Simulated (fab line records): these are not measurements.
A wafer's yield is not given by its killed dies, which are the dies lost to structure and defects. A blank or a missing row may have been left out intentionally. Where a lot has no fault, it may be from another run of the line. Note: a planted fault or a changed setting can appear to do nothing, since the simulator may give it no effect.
2 desks, one fault ; flow gf180mcu ; each desk has only its own numbers; what lay behind them comes last

== AT THE TOOL OWNER'S DESK: pvdSputter-03 ==
The tool's own readings at GF_MIM_SPUTTER_08 (material AlCu, target thk 200 nm, time 10.6 s): means of the sampled wafers that have a number, for each lot that ran on this tool. If a lot's mean is further than 4 standard deviations from the usual mean, the lot is out of limits and carries the mark OUT (the distance appears in the brackets).
Columns: A = chamberPressurePa at GF_MIM_SPUTTER_08, usual 0.3999 Pa; B = throttleValvePct at GF_MIM_SPUTTER_08, usual 30.4 %
lot;first seen here;A;B
L724;day 25 08:50;0.3997;30.8
L731;day 28 14:46;0.3999;30.7
L734;day 29 00:52;0.3715 (-37) OUT;32.3
Finding of this desk: L734 out of limits; the first was L734 at day 29 00:52, on chamberPressurePa at GF_MIM_SPUTTER_08. L724, L731 stayed within limits.

== AT THE METROLOGY DESK ==
Lot by lot, what the gauges showed, no matter which tool ran the lot: averages of those sampled wafers that carry a number. If a lot's mean is further than 4 standard deviations from the usual mean, the lot is out of limits and carries the mark OUT (the distance appears in the brackets).
Columns: A = V3_OVL at GF_V3_OVL_MEAS_15, usual -1 nm
lot;first seen here;A
L721;day 22 00:41;-6
L722;day 22 15:02;-2
L723;day 23 06:01;-3
L724;day 23 07:37;3
L725;day 23 21:16;-4
L726;day 24 05:53;-9
L731;day 25 23:13;-3
L734;day 26 21:11;0
L736;day 28 11:56;5
L737;day 28 14:07;2
L738;day 28 16:08;0
L740;day 28 22:08;-3
L741;day 29 04:16;-6
This desk's verdict: no lot among the 13 shows anything out of limits.

== TAKEN TOGETHER ==
On L734, at day 29 00:52, an alarm was possible from the tool owner's desk.
At the metrology desk, nothing out of limits was observed.
The metrology desk has L734 on record, within its limits.
Of the lots named, all ran GF_MIM_SPUTTER_08 on pvdSputter-03.

== WHAT THE SIMULATOR HAD PUT IN ==
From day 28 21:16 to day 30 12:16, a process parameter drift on pvdSputter-03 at GF_MIM_SPUTTER_08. The setting chamberPressurePa was moved by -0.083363, starting from 0.4. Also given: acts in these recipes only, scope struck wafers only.
Shown lots that were struck: L734.
How many hours passed from the start of the fault until each desk's first out-of-limits reading: the tool owner's desk, 4.
